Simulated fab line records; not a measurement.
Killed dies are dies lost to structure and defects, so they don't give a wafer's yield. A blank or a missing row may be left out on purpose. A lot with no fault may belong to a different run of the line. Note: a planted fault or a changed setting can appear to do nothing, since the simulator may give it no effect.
Which of the tools did it? | flow gf180mcu | 14 lots, 42 wafers sampled, at 4 steps of a route of 602

## WHAT EACH GAUGE READ, for each wafer
GF_VT_IMPLANT_OVL_MEAS_18.
lot  | measured     | on         | VT_IMPLANT_01_OVL (nm)
L988 | day 6 12:50  | overlay-01 | 3.3 2.1 2.0
L989 | day 6 19:51  | overlay-02 | -4.0 -0.8 -2.6
L991 | day 7 08:56  | overlay-01 | -0.1 -1.0 -1.0
L992 | day 7 12:44  | overlay-01 | 1.5 0.0 2.0
L993 | day 7 17:59  | overlay-02 | 0.3 -2.3 -0.4
L994 | day 8 00:59  | overlay-02 | 1.0 3.0 0.6
L995 | day 8 10:50  | overlay-01 | -2.4 -1.7 -2.3
L996 | day 8 16:37  | overlay-02 | -0.3 1.8 2.2
L999 | day 9 09:21  | overlay-01 | -1.1 -2.0 0.2
L100 | day 9 17:16  | overlay-02 | 0.7 0.3 -1.0
L102 | day 10 03:47 | overlay-01 | -3.7 -2.0 -1.5
L105 | day 10 22:56 | overlay-01 | -2.0 -2.6 -2.7
L110 | day 12 06:50 | overlay-01 | -0.2 1.5 0.1
L109 | day 12 07:25 | overlay-01 | -1.3 -0.9 -2.5

GF_M2_OVL_MEAS_15.
lot  | measured     | on         | M2_OVL (nm)
L988 | day 19 11:47 | overlay-01 | 1 -4 4
L989 | day 20 00:00 | overlay-01 | -6 -3 -4
L991 | day 20 19:10 | overlay-01 | 3 1 4
L992 | day 21 05:39 | overlay-01 | -3 7 7
L993 | day 21 10:30 | overlay-01 | -4 -2 -2
L994 | day 21 21:06 | overlay-02 | -16 -12 -12
L995 | day 22 10:03 | overlay-01 | -3 -1 -6
L996 | day 22 18:33 | overlay-02 | -1 2 -7
L999 | day 23 18:04 | overlay-02 | 7 8 8
L100 | day 24 01:41 | overlay-02 | 1 3 6
L102 | day 24 12:04 | overlay-02 | 2 -2 0
L105 | day 25 19:08 | overlay-01 | -4 0 -5
L110 | day 26 21:42 | overlay-02 | 3 3 -2
L109 | day 27 01:24 | overlay-01 | 13 16 16

## WHICH TOOL RAN EACH LOT (tool, then ch and the chambers of the sampled wafers, then the start)
lot  | GF_MVSD_EXPOSE_04                  | GF_V1_CVD_23
L988 | iline-stepper-02 ch 0, day 4 10:45 | cvd-w-01 ch 0,1, day 18 10:10
L989 | iline-stepper-01 ch 0, day 4 17:16 | cvd-w-01 ch 0,1, day 18 22:56
L991 | iline-stepper-02 ch 0, day 5 04:08 | cvd-w-01 ch 0,1, day 19 18:23
L992 | iline-stepper-02 ch 0, day 5 08:05 | cvd-w-01 ch 0,1, day 20 04:49
L993 | iline-stepper-02 ch 0, day 5 14:03 | cvd-w-02 ch 0,1, day 20 09:37
L994 | iline-stepper-02 ch 0, day 5 19:20 | cvd-w-02 ch 0,1, day 20 20:26
L995 | iline-stepper-01 ch 0, day 6 03:46 | cvd-w-02 ch 0,1, day 21 09:55
L996 | iline-stepper-02 ch 0, day 6 08:45 | cvd-w-02 ch 0,1, day 21 18:18
L999 | iline-stepper-01 ch 0, day 6 23:41 | cvd-w-01 ch 0,1, day 22 18:50
L100 | iline-stepper-02 ch 0, day 7 06:51 | cvd-w-02 ch 0,1, day 23 02:23
L102 | iline-stepper-02 ch 0, day 7 17:10 | cvd-w-02 ch 0,1, day 23 13:22
L105 | iline-stepper-01 ch 0, day 8 10:05 | cvd-w-02 ch 0,1, day 24 21:15
L110 | iline-stepper-01 ch 0, day 9 14:49 | cvd-w-02 ch 0,1, day 26 00:48
L109 | iline-stepper-01 ch 0, day 9 14:56 | cvd-w-01 ch 0,1, day 26 04:30
- GF_MVSD_EXPOSE_04: exposes mask MVSD, target cd 1000 nm.
- GF_V1_CVD_23: deposits W, target thk 350 nm, time 105.05 s.

## WHAT THE TOOLS THEMSELVES READ (means of the sampled wafers that have a number; where no wafer has one, the mark that the record gives instead)
GF_MVSD_EXPOSE_04.
lot  | tool             | exposure-dose-mJ-cm2
L988 | iline-stepper-02 | 259.92
L989 | iline-stepper-01 | 260.43
L991 | iline-stepper-02 | 259.91
L992 | iline-stepper-02 | 259.96
L993 | iline-stepper-02 | 259.69
L994 | iline-stepper-02 | 280.28
L995 | iline-stepper-01 | 259.59
L996 | iline-stepper-02 | 280.05
L999 | iline-stepper-01 | 260.08
L100 | iline-stepper-02 | 279.70
L102 | iline-stepper-02 | 279.99
L105 | iline-stepper-01 | 260.24
L110 | iline-stepper-01 | 260.34
L109 | iline-stepper-01 | 259.93

GF_V1_CVD_23.
lot  | tool     | chamber-pressure-Torr (Torr) | heater-power-w (W) | susceptor-temp-C (C)
L988 | cvd-w-01 | 39.96                        | 823                | 400.03
L989 | cvd-w-01 | 40.15                        | 829                | 399.94
L991 | cvd-w-01 | 40.03                        | 814                | 400.04
L992 | cvd-w-01 | 39.88                        | 810                | 400.11
L993 | cvd-w-02 | 39.99                        | 815                | 400.06
L994 | cvd-w-02 | 39.98                        | 809                | 399.88
L995 | cvd-w-02 | 39.97                        | 896                | 400.21
L996 | cvd-w-02 | 39.91                        | 905                | 399.98
L999 | cvd-w-01 | 40.02                        | 836                | 399.65
L100 | cvd-w-02 | 40.06                        | 816                | 399.86
L102 | cvd-w-02 | 40.06                        | 906                | 399.95
L105 | cvd-w-02 | 40.07                        | 915                | 399.93
L110 | cvd-w-02 | 40.10                        | 816                | 399.97
L109 | cvd-w-01 | 40.05                        | 821                | 400.03

## THE ANSWER, worked out from the rows above alone
Rule: what is usual is taken from the lots themselves. The widest of any qualifying gaps counts: lots, ordered by their means at a reading, are off when they make up no more than a third of the lots, leave a main group of 4 or more, and stand apart from it by 3 or more times the standard deviation of that group's means. A main group is skipped when, at the precision printed for the reading in the tables above, its means are all equal. Also off: a lot with no number at a reading for which 4 or more lots have one. Where the step has rows for the other lots, those lots are counted as sound. First the gauges in route order, then the tools' own readings, where a lot's mean is used as printed above. The first step at which some lot is off is used, and at that step the reading that is off furthest; a lot without a number counts as furthest.
Off, at GF_MVSD_EXPOSE_04 on exposure-dose-mJ-cm2: L994, L996, L100, L102. Main group: mean 260.01, sd 0.25.
A tool fits if, at that step or a process step before it, it ran every lot that is off, and no sound lot after the first of them. One fits: GF_MVSD_EXPOSE_04 on iline-stepper-02. A fault onset in the window from L993 (day 5 14:03, its last sound lot) to L994 (day 5 19:20, its first lot off) fits.
On the lots that are off, the tool's own readings at GF_MVSD_EXPOSE_04 differ by more than 5 times the standard deviation of the sound lots' means, which bears it out; exposure-dose-mJ-cm2 reads 280.00 there versus 260.01 on the sound lots.

## WHAT THE SIMULATOR HAD INSERTED
Process parameters drifting: iline-stepper-02 at GF_MVSD_EXPOSE_04, beginning at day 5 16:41. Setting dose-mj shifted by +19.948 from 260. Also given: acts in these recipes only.
Struck lots among those shown: L994, L996, L100, L102. The rule given above showed the same thing.
